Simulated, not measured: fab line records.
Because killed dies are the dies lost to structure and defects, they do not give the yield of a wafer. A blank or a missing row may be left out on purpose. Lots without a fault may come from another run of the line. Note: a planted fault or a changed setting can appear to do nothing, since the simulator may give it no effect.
Tool commonality check / flow sky130 / Sample size 12 lots and 36 wafers

== WHY THIS WAS OPENED ==
3 of 12 lots carry a flag on the reading LDD_HVN_TW at SKY_LDD_HVN_TW_MEAS_10. No-fault wafers: 1429, standard deviation 19.
Rule: a lot gets a flag if all its wafers with a number sit over 4 standard deviations from that mean, or if no wafer of it has a number. All remaining lots are regarded as sound.

lot=L811; measured=day 19 21:58; on=filmMetro-02; LDD_HVN_TW, wafer by wafer=1410 1404 1404; flag=
lot=L815; measured=day 21 14:31; on=filmMetro-01; LDD_HVN_TW, wafer by wafer=1425 1431 1423; flag=
lot=L817; measured=day 22 18:58; on=filmMetro-02; LDD_HVN_TW, wafer by wafer=1405 1408 1413; flag=
lot=L818; measured=day 23 03:41; on=filmMetro-03; LDD_HVN_TW, wafer by wafer=1812 1828 1814; flag=FLAGGED
lot=L821; measured=day 24 05:26; on=filmMetro-03; LDD_HVN_TW, wafer by wafer=1817 1811 1812; flag=FLAGGED
lot=L822; measured=day 24 22:17; on=filmMetro-03; LDD_HVN_TW, wafer by wafer=1817 1821 1813; flag=FLAGGED
lot=L825; measured=day 25 16:20; on=filmMetro-03; LDD_HVN_TW, wafer by wafer=1453 1462 1457; flag=
lot=L827; measured=day 26 09:31; on=filmMetro-03; LDD_HVN_TW, wafer by wafer=1450 1454 1463; flag=
lot=L832; measured=day 27 17:04; on=filmMetro-02; LDD_HVN_TW, wafer by wafer=1405 1412 1418; flag=
lot=L831; measured=day 28 01:25; on=filmMetro-01; LDD_HVN_TW, wafer by wafer=1423 1421 1422; flag=
lot=L833; measured=day 28 10:40; on=filmMetro-01; LDD_HVN_TW, wafer by wafer=1431 1424 1430; flag=
lot=L834; measured=day 28 13:32; on=filmMetro-02; LDD_HVN_TW, wafer by wafer=1416 1423 1418; flag=
The numbers of the flagged lots are 1816 on average: +387 against the usual, or +20 standard deviations.

== TOOL THAT RAN EACH LOT ==
The record holds 2 process steps before the reading, out of a route of 708 steps. In each cell: the tool, then ch and the chambers that the sampled wafers went through, then the start.
lot=L811; flag=; SKY_POLY_GATE_STRIP_18=plasmaAsher-02 ch 0,1, day 16 00:01; SKY_LDD_HVN_IMPLANT_08=implanter-02 ch 0, day 19 21:44
lot=L815; flag=; SKY_POLY_GATE_STRIP_18=plasmaAsher-02 ch 0,1, day 17 15:42; SKY_LDD_HVN_IMPLANT_08=implanter-02 ch 0, day 21 14:16
lot=L817; flag=; SKY_POLY_GATE_STRIP_18=plasmaAsher-03 ch 0,1, day 18 19:57; SKY_LDD_HVN_IMPLANT_08=implanter-02 ch 0, day 22 18:43
lot=L818; flag=FLAGGED; SKY_POLY_GATE_STRIP_18=plasmaAsher-02 ch 0,1, day 19 04:22; SKY_LDD_HVN_IMPLANT_08=implanter-02 ch 0, day 23 03:08
lot=L821; flag=FLAGGED; SKY_POLY_GATE_STRIP_18=plasmaAsher-02 ch 0,1, day 20 07:33; SKY_LDD_HVN_IMPLANT_08=implanter-01 ch 0, day 24 04:52
lot=L822; flag=FLAGGED; SKY_POLY_GATE_STRIP_18=plasmaAsher-01 ch 0,1, day 20 23:59; SKY_LDD_HVN_IMPLANT_08=implanter-02 ch 0, day 24 21:43
lot=L825; flag=; SKY_POLY_GATE_STRIP_18=plasmaAsher-02 ch 0, day 21 19:07; SKY_LDD_HVN_IMPLANT_08=implanter-04 ch 0, day 25 16:05
lot=L827; flag=; SKY_POLY_GATE_STRIP_18=plasmaAsher-01 ch 1, day 22 13:10; SKY_LDD_HVN_IMPLANT_08=implanter-01 ch 0, day 26 09:16
lot=L832; flag=; SKY_POLY_GATE_STRIP_18=plasmaAsher-03 ch 1, day 23 22:53; SKY_LDD_HVN_IMPLANT_08=implanter-01 ch 0, day 27 16:49
lot=L831; flag=; SKY_POLY_GATE_STRIP_18=plasmaAsher-01 ch 0,1, day 24 07:18; SKY_LDD_HVN_IMPLANT_08=implanter-04 ch 0, day 28 01:10
lot=L833; flag=; SKY_POLY_GATE_STRIP_18=plasmaAsher-03 ch 0,1, day 24 16:58; SKY_LDD_HVN_IMPLANT_08=implanter-01 ch 0, day 28 10:26
lot=L834; flag=; SKY_POLY_GATE_STRIP_18=plasmaAsher-02 ch 0,1, day 24 20:23; SKY_LDD_HVN_IMPLANT_08=implanter-02 ch 0, day 28 13:18
What the steps here do:
- SKY_POLY_GATE_STRIP_18: strips in O2/N2.
- SKY_LDD_HVN_IMPLANT_08
- SKY_LDD_HVN_TW_MEAS_10

== FLAGGED OVER TOTAL, TOOL BY TOOL (the gauges that took the reading come last) ==
step=SKY_POLY_GATE_STRIP_18; tool=plasmaAsher-01; lots run=3; flagged=1; share of the flagged lots=some; sound lots run after its first flagged lot=2 (L827,L831)
step=SKY_POLY_GATE_STRIP_18; tool=plasmaAsher-02; lots run=6; flagged=2; share of the flagged lots=some; sound lots run after its first flagged lot=2 (L825,L834)
step=SKY_POLY_GATE_STRIP_18; tool=plasmaAsher-03; lots run=3; flagged=0; share of the flagged lots=none; sound lots run after its first flagged lot=-
step=SKY_LDD_HVN_IMPLANT_08; tool=implanter-01; lots run=4; flagged=1; share of the flagged lots=some; sound lots run after its first flagged lot=3 (L827,L832,L833)
step=SKY_LDD_HVN_IMPLANT_08; tool=implanter-02; lots run=6; flagged=2; share of the flagged lots=some; sound lots run after its first flagged lot=1 (L834)
step=SKY_LDD_HVN_IMPLANT_08; tool=implanter-04; lots run=2; flagged=0; share of the flagged lots=none; sound lots run after its first flagged lot=-
step=SKY_LDD_HVN_TW_MEAS_10; tool=filmMetro-01; lots run=3; flagged=0; share of the flagged lots=none; sound lots run after its first flagged lot=-
step=SKY_LDD_HVN_TW_MEAS_10; tool=filmMetro-02; lots run=4; flagged=0; share of the flagged lots=none; sound lots run after its first flagged lot=-
step=SKY_LDD_HVN_TW_MEAS_10; tool=filmMetro-03; lots run=5; flagged=3; share of the flagged lots=all; sound lots run after its first flagged lot=2 (L825,L827)

== WHAT THE TABLE PERMITS ==
In the table, 1 row covers all flagged lots: filmMetro-03 at SKY_LDD_HVN_TW_MEAS_10.
- filmMetro-03 at SKY_LDD_HVN_TW_MEAS_10 ran 5 lots, 3 of them flagged. Lots that were sound ran on it after the first flagged one (L825, L827); a persistent fault on the entire tool would not allow that.
Not one row of the table ran every flagged lot while running no sound lot after the first.

== WHAT THE SIMULATOR HAD PUT IN ==
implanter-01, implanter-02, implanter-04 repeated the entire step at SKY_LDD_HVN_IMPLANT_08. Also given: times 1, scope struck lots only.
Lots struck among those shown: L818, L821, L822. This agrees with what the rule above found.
